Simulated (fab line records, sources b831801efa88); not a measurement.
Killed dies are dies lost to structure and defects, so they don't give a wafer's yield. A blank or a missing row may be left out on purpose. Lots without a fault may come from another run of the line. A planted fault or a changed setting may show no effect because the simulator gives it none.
One fault seen from 2 desks | flow sky130 | each desk has only its own numbers; what lay behind them comes last

THE TOOL OWNER'S DESK: litho_track-03
The tool's own readings at SKY_LDD_HVN_SOFTBAKE_03 (time 60 s): means of the sampled wafers that have a number, for each lot that ran on this tool. A lot is out of limits, marked OUT, if its mean lies more than 4 standard deviations from the usual mean; the brackets give that distance.
Columns: A = heater_power_total_W at SKY_LDD_HVN_SOFTBAKE_03, usual 56.59 W; B = resist_line_temp_C at SKY_LDD_HVN_SOFTBAKE_03, usual 22.99 C; C = run_length_s at SKY_LDD_HVN_SOFTBAKE_03, usual 89.19 s
lot  | first seen here | A               | B     | C
L262 | day 20 08:22    | 56.59           | 22.98 | 89.16
L263 | day 20 17:38    | 56.62           | 23.03 | 89.29
L264 | day 20 20:38    | 56.60           | 23.02 | 89.20
L265 | day 21 21:59    | 56.56           | 22.90 | 89.29
L266 | day 22 08:32    | 56.59           | 23.16 | 89.34
L267 | day 22 14:22    | 56.60           | 22.97 | 89.16
L269 | day 23 01:26    | 59.47 (+76) OUT | 22.92 | 80.77 (-50) OUT
L271 | day 24 00:49    | 59.48 (+76) OUT | 22.81 | 80.67 (-50) OUT
L279 | day 26 19:37    | 56.57           | 23.16 | 89.24
L282 | day 27 10:17    | 56.58           | 23.00 | 89.24
This desk's finding: out of limits on L269, L271; first on L269, day 23 01:26 (heater_power_total_W at SKY_LDD_HVN_SOFTBAKE_03). In limits: L262, L263, L264, L265, L266, L267, L279, L282.

THE METROLOGY DESK
What the gauges read, lot by lot, whatever tool the lot ran on: means of the sampled wafers that have a number. A lot is out of limits, marked OUT, if its mean lies more than 4 standard deviations from the usual mean; the brackets give that distance.
Columns: A = cd_nm at SKY_CONTACT_CD_MEAS_14, usual 170.2 nm
lot  | first seen here | A
L262 | day 32 02:25    | 169.6
L263 | day 32 12:08    | 167.3
L264 | day 32 13:05    | 168.7
L265 | day 33 14:47    | 169.7
L266 | day 33 20:44    | 171.7
L267 | day 34 03:13    | 169.2
L269 | day 34 15:02    | 169.6
L271 | day 35 09:15    | 170.2
L276 | day 36 20:30    | 167.9
L279 | day 37 23:19    | 169.5
L280 | day 38 03:22    | 168.5
L282 | day 38 10:08    | 169.3
L283 | day 38 22:56    | 172.1
This desk's finding: nothing out of limits on any of the 13 lots.

PUT TOGETHER
The tool owner's desk could have raised an alarm at day 23 01:26, on L269, L271.
The metrology desk saw nothing out of limits.
The metrology desk has L269, L271 on record, within its limits.
Of the lots named, all ran SKY_LDD_HVN_SOFTBAKE_03 on litho_track-03.

WHAT THE SIMULATOR HAD PUT IN
Process parameter drift: litho_track-03, from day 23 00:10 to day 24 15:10, at SKY_LDD_HVN_SOFTBAKE_03. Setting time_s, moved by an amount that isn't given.
Lots struck among those shown: L269, L271.
Hours from the fault's start to each desk's first reading out of limits: the tool owner's desk, 1.
